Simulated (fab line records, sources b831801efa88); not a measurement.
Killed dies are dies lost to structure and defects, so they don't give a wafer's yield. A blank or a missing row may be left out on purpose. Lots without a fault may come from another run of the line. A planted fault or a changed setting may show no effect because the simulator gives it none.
Which tool did it? | flow gf180mcu | 15 lots, 45 wafers sampled, at 4 steps of a route of 602

WHAT THE GAUGES READ, wafer by wafer
GF_V5_CD_MEAS_14: target cd 260 nm.
lot  | measured     | on        | cd_nm (nm)
L108 | day 27 14:58 | cd_sem-01 | 260.7 261.3 259.8
L109 | day 27 16:40 | cd_sem-02 | 259.6 261.2 261.2
L110 | day 28 04:47 | cd_sem-01 | 260.0 259.8 260.0
L111 | day 28 12:46 | cd_sem-02 | 258.5 258.0 257.6
L113 | day 28 17:22 | cd_sem-01 | 260.7 260.8 260.7
L117 | day 29 22:37 | cd_sem-02 | 261.0 260.8 260.4
L118 | day 30 02:13 | cd_sem-01 | 260.2 261.1 260.5
L123 | day 31 15:37 | cd_sem-02 | 258.7 259.1 257.7
L126 | day 32 08:37 | cd_sem-01 | 258.4 258.8 259.2
L129 | day 33 01:46 | cd_sem-01 | 261.3 261.3 261.6
L130 | day 33 06:19 | cd_sem-01 | 261.3 262.2 261.7
L131 | day 33 12:35 | cd_sem-02 | 259.8 258.5 260.6

GF_V5_OVL_MEAS_15.
lot  | measured     | on         | V5_OVL (nm)
L108 | day 27 15:05 | overlay-02 | 4 7 11
L109 | day 27 16:47 | overlay-02 | -2 -8 -12
L110 | day 28 04:53 | overlay-02 | -1 -6 -8
L111 | day 28 12:53 | overlay-02 | -4 1 -4
L113 | day 28 17:29 | overlay-01 | 1 -7 -2
L117 | day 29 22:44 | overlay-02 | -6 1 -3
L118 | day 30 02:20 | overlay-01 | -6 5 8
L123 | day 31 15:44 | overlay-02 | -3 -6 -8
L126 | day 32 08:44 | overlay-01 | 12 11 13
L129 | day 33 01:53 | overlay-01 | 3 -5 -6
L130 | day 33 06:26 | overlay-01 | 4 -2 -1
L131 | day 33 12:42 | overlay-02 | -3 2 1

WHICH TOOL RAN EACH LOT (tool, then ch and the chambers of the sampled wafers, then the start)
lot  | GF_MIM_SPUTTER_03            | GF_V5_CVD_00
L108 | pvd_sputter-03, day 24 23:00 | hdpcvd-01 ch 0,1,2, day 26 18:38
L109 | pvd_sputter-04, day 25 01:33 | hdpcvd-01 ch 0,1,2, day 26 19:59
L110 | pvd_sputter-03, day 25 13:07 | hdpcvd-02 ch 0,1,2, day 27 08:01
L111 | pvd_sputter-04, day 25 22:23 | hdpcvd-01 ch 0,1,2, day 27 16:11
L113 | pvd_sputter-03, day 26 03:29 | hdpcvd-01 ch 0,1, day 27 21:34
L117 | pvd_sputter-02, day 27 11:29 | hdpcvd-02 ch 0,1,2, day 29 03:37
L118 | pvd_sputter-03, day 27 13:02 | hdpcvd-02 ch 0,1,2, day 29 06:38
L120 | pvd_sputter-04, day 28 12:14 | hdpcvd-01 ch 0,1,2, day 30 03:44
L122 | pvd_sputter-02, day 28 18:57 | hdpcvd-02 ch 0,1, day 30 09:47
L121 | pvd_sputter-02, day 28 20:53 | hdpcvd-02 ch 1,2, day 30 12:32
L123 | pvd_sputter-04, day 29 07:14 | hdpcvd-02 ch 1,2, day 30 22:21
L126 | pvd_sputter-03, day 30 02:39 | hdpcvd-01 ch 1,2, day 31 15:16
L129 | pvd_sputter-03, day 30 20:20 | hdpcvd-01 ch 0,1,2, day 32 08:14
L130 | pvd_sputter-04, day 31 01:16 | hdpcvd-01 ch 1,2, day 32 13:23
L131 | pvd_sputter-02, day 31 08:41 | hdpcvd-01 ch 0,1,2, day 32 19:57
- GF_MIM_SPUTTER_03: material Ti, target thk 10 nm, time 6.7 s.
- GF_V5_CVD_00: deposits SiO2, target thk 300 nm, time 50 s.

WHAT THE TOOLS THEMSELVES READ (means of the sampled wafers that have a number; where no wafer has one, the mark that the record gives instead)
GF_MIM_SPUTTER_03.
lot  | tool           | throttle_valve_pct (%)
L108 | pvd_sputter-03 | 30.1
L109 | pvd_sputter-04 | 30.4
L110 | pvd_sputter-03 | 29.6
L111 | pvd_sputter-04 | 29.1
L113 | pvd_sputter-03 | 29.3
L117 | pvd_sputter-02 | 31.2
L118 | pvd_sputter-03 | 29.3
L120 | pvd_sputter-04 | 30.0
L122 | pvd_sputter-02 | 31.0
L121 | pvd_sputter-02 | 30.3
L123 | pvd_sputter-04 | 29.8
L126 | pvd_sputter-03 | 30.1
L129 | pvd_sputter-03 | 29.5
L130 | pvd_sputter-04 | 30.5
L131 | pvd_sputter-02 | 30.8

GF_V5_CVD_00.
lot  | tool      | pressure_mtorr (mTorr) | run_length_s (s)
L108 | hdpcvd-01 | 5.999                  | 77.7
L109 | hdpcvd-01 | 5.999                  | 78.0
L110 | hdpcvd-02 | 6.003                  | 78.4
L111 | hdpcvd-01 | 6.006                  | 77.9
L113 | hdpcvd-01 | 5.996                  | 77.6
L117 | hdpcvd-02 | 5.998                  | 78.6
L118 | hdpcvd-02 | 6.004                  | 78.5
L120 | hdpcvd-01 | -                      | -
L122 | hdpcvd-02 | -                      | -
L121 | hdpcvd-02 | -                      | -
L123 | hdpcvd-02 | 6.007                  | 78.2
L126 | hdpcvd-01 | 5.988                  | 78.0
L129 | hdpcvd-01 | 5.996                  | 77.8
L130 | hdpcvd-01 | 5.995                  | 78.4
L131 | hdpcvd-01 | 6.002                  | 77.8

THE ANSWER, worked out from the rows above alone
Rule: what is usual is taken from the lots themselves. Put in order of their means at a reading, lots are off if they are a third of the lots or fewer, leave a main group of 4 or more, and stand apart from it by a gap of 3 or more times the standard deviation of the main group's means; of several such gaps the widest counts. A main group whose means are all the same, to the digits that the tables above print for the reading, isn't used. A lot without any number at a reading at which 4 lots or more have one is off too. The other lots that the step has rows for count as sound. The gauges are gone through in route order, then the tools' own readings, and for those a lot's mean is taken as printed above. The first step at which some lot is off is used, and at that step the reading that is off furthest; a lot without a number counts as furthest.
Off: L120, L122, L121, at GF_V5_CVD_00 (pressure_mtorr). Without a number there: L120, L122, L121. The main group: mean 5.999 mTorr, standard deviation 0.0051.
A tool fits if, at that step or a process step before it, it ran every lot that is off, and no sound lot after the first of them. None of those tried fits.

WHAT THE SIMULATOR HAD PUT IN
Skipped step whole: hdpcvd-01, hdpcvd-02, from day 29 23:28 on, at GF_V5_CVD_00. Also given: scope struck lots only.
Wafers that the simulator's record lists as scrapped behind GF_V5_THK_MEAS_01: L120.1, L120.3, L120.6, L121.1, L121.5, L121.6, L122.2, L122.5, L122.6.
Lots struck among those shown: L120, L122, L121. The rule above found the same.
